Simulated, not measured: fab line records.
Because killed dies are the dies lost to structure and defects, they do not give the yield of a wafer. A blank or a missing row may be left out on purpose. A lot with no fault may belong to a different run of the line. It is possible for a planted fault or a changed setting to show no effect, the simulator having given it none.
A struck lot beside a sound one	flow sky130	17 steps out of a route of 708
Sound: wafers L275.1, L275.2, L275.6. The struck wafers were L263.1, L263.4, L263.5. The cause is named last.
At each step with rows: each side's tool, then ch and its chambers, then its first start. Under that, the readings that differ: sound wafers	struck wafers	difference of the means	sigmas: that difference in standard deviations of wafers without a fault.
alike: words and numbers the same on both sides, and readings whose means are apart by under 2 such deviations; not compared: readings that were withheld, readings missing a value for some wafer, numbers with overlapping values and no deviation given by the record, and bounds like >300 which may hide the same value.
A row with sigmas, a row that says differs or no value, or rows on one side alone: a step with any of these is where the two part. When numbers do not overlap yet have no deviation, they are printed without sigmas and do not part them. A reading that every wafer of one side lacks parts them only if that side has two wafers or more.

SKY_LDD_P_OVL_MEAS_08:
  sound on overlay-02 at day 23 12:09; struck on overlay-02 at day 18 19:13
  alike: LDD_P_OVL
then, 1 step without rows for these wafers: SKY_LDD_P_IMPLANT_09.
SKY_LDD_P_STRIP_10: strips in O2/N2.
  sound on plasma_asher-04 ch 0,1, day 23 12:20; struck on plasma_asher-01 ch 0,1, day 18 19:24
reading	sound	struck	difference	sigmas
strip_time_to_endpoint_s (s)	14.11 14.17 14.16	14.28 14.23 14.22	+0.10	+2
  alike: drypump_motor_current_A, n2_flow_sccm, oes_product_au
  not compared: rf_hours_counter_h
SKY_LDD_P_TW_MEAS_11:
  sound on film_metro-02 at day 23 12:26; struck on film_metro-02 at day 18 19:30
  alike: LDD_P_TW
then, 7 steps without rows for these wafers: SKY_LDD_HVN_DEHYDRATE_00 (time 60 s); SKY_LDD_HVN_HMDS_01 (prime time 60 s); SKY_LDD_HVN_COAT_02 (resist thk 300 nm); SKY_LDD_HVN_SOFTBAKE_03 (time 60 s); SKY_LDD_HVN_EXPOSE_04 (exposes mask HVNTM, target cd 700 nm); SKY_LDD_HVN_PEB_05; SKY_LDD_HVN_DEVELOP_06 (develop time 60 s).
SKY_LDD_HVN_OVL_MEAS_07:
  sound on overlay-01 at day 24 18:53; struck on overlay-01 at day 20 02:35
  alike: LDD_HVN_OVL
SKY_LDD_HVN_IMPLANT_08:
  sound on implanter-02 ch 0, day 24 18:55; struck on implanter-02 ch 0, day 20 02:56
SKY_LDD_HVN_STRIP_09: strips in O2/N2.
  sound on plasma_asher-02 ch 0,1, day 24 19:04; struck on plasma_asher-03 ch 0,1, day 20 03:05
  alike: drypump_motor_current_A, n2_flow_sccm, oes_product_au, strip_time_to_endpoint_s
  not compared: rf_hours_counter_h
SKY_LDD_HVN_TW_MEAS_10:
  sound on film_metro-02 at day 24 19:10; struck on film_metro-04 at day 20 03:11
reading	sound	struck	difference	sigmas
LDD_HVN_TW	1423 1433 1435	1769 1768 1770	+339	+46
then, 1 step without rows for these wafers: SKY_LDD_HVP_DEHYDRATE_00 (time 60 s).
-- record jumps: 26 days separate the struck wafers' starts on either side; left off in module LDD_HVP, taken up again in module PAD_OPEN, whose first shown step is the route's number 708 --
SKY_PAD_OPEN_PROBE_99:
  sound on prober-02 at day 48 14:18; struck on prober-01 at day 45 15:36
reading	sound	struck	difference	sigmas
model.etest.tip_n_5v.rs_ohm_sq	1368 1378 1371	838.2 832.6 836.1	-536.7	
model.etest.nfet_g5v0d10v5.r_on_ohm_um	1896 1880 1888	1731 1728 1725	-160	
model.etest.nfet_g5v0d10v5.drive_ua_um	604.5 610 610.6	649 656 663.7	+48	
model.etest.nfet_05v0_nvt.drive_ua_um	573.4 572.9 572.3	590.9 602.4 600.1	+24.9	
model.etest.res_ndiff_hv.rs_ohm_sq	115.9 115.9 115.2	111 110.9 111.3	-5	
model.etest.ring_5v.delay_ps	45.15 45.26 44.76	43.35 43.75 43.53	-1.51	
model.etest.nfet_05v0_nvt.off_log10_a_um	-11.27 -11 -11.1	-10.63 -10.54 -10.57	+0.54	
  alike: killed_at_M0_to_M3, killed_at_M4_up, killed_at_contacts, killed_at_front_end, killed_at_other, killed_dies, killed_open, killed_short
  not compared: model.etest.tip_n_5v.rs_ohm_sq_range

## WHERE THEY PART
Earliest at SKY_LDD_P_STRIP_10; latest, in this record, at SKY_LDD_HVN_TW_MEAS_10. Later steps at which nothing parts them and some readings are alike: SKY_PAD_OPEN_PROBE_99.

WHY: the cause the simulator had injected
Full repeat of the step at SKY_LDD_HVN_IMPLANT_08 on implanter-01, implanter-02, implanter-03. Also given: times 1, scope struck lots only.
